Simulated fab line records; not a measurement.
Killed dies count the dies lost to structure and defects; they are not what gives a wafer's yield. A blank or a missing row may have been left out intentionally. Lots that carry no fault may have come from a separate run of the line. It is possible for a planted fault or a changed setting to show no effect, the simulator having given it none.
Chamber matching    flow sky130    SKY_VIA3_HDPCVD_00 on hdpcvd-01: 3 sister chambers
The step deposits SiO2, target thk 1635 nm, time 272.5 s. 3 wafers are shown with their chamber, then 8 later ones without.

## WAFERS PAIRED WITH THEIR CHAMBERS
wafer   chamber  runLengthS (s)
L438.4  0        299.7
L440.6  2        300.9
L445.2  1        299.1

## WAFERS WITHOUT THEIR CHAMBER
wafer   runLengthS (s)
L445.3  299.8
L445.4  300.3
L446.1  300.2
L446.2  299.6
L446.4  300.2
L447.1  299.2
L447.4  300.1
L447.6  299.2

## WHICH CHAMBER EACH ONE RAN IN
wafer   from the rows above           in truth
L445.3  can't be placed: 0 or 1       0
L445.4  can't be placed: 2 or 0 or 1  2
L446.1  can't be placed: 0 or 2 or 1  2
L446.2  can't be placed: 0 or 1       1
L446.4  can't be placed: 0 or 2 or 1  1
L447.1  can't be placed: 1 or 0       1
L447.4  can't be placed: 0 or 2 or 1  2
L447.6  can't be placed: 1 or 0       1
Placed correctly: 0 of 8. Cannot be placed on the basis of these rows: 8; the candidates contain the true chamber in 8. 0 placed wrongly.
How it was worked out, from the rows above alone: a wafer's distance from a chamber is the root of the sum, over the readings, of the square of ((its reading less the chamber's mean) divided by the reading's scatter). If the next closest chamber is less than 2 further off than the closest, the wafer can't be placed; otherwise it belongs to the closest. The mean given for a chamber averages the wafers shown for that chamber. The scatter (one wafer shown for each chamber): square how far every hidden wafer sits from the nearest shown wafer, average those squares and take the square root.
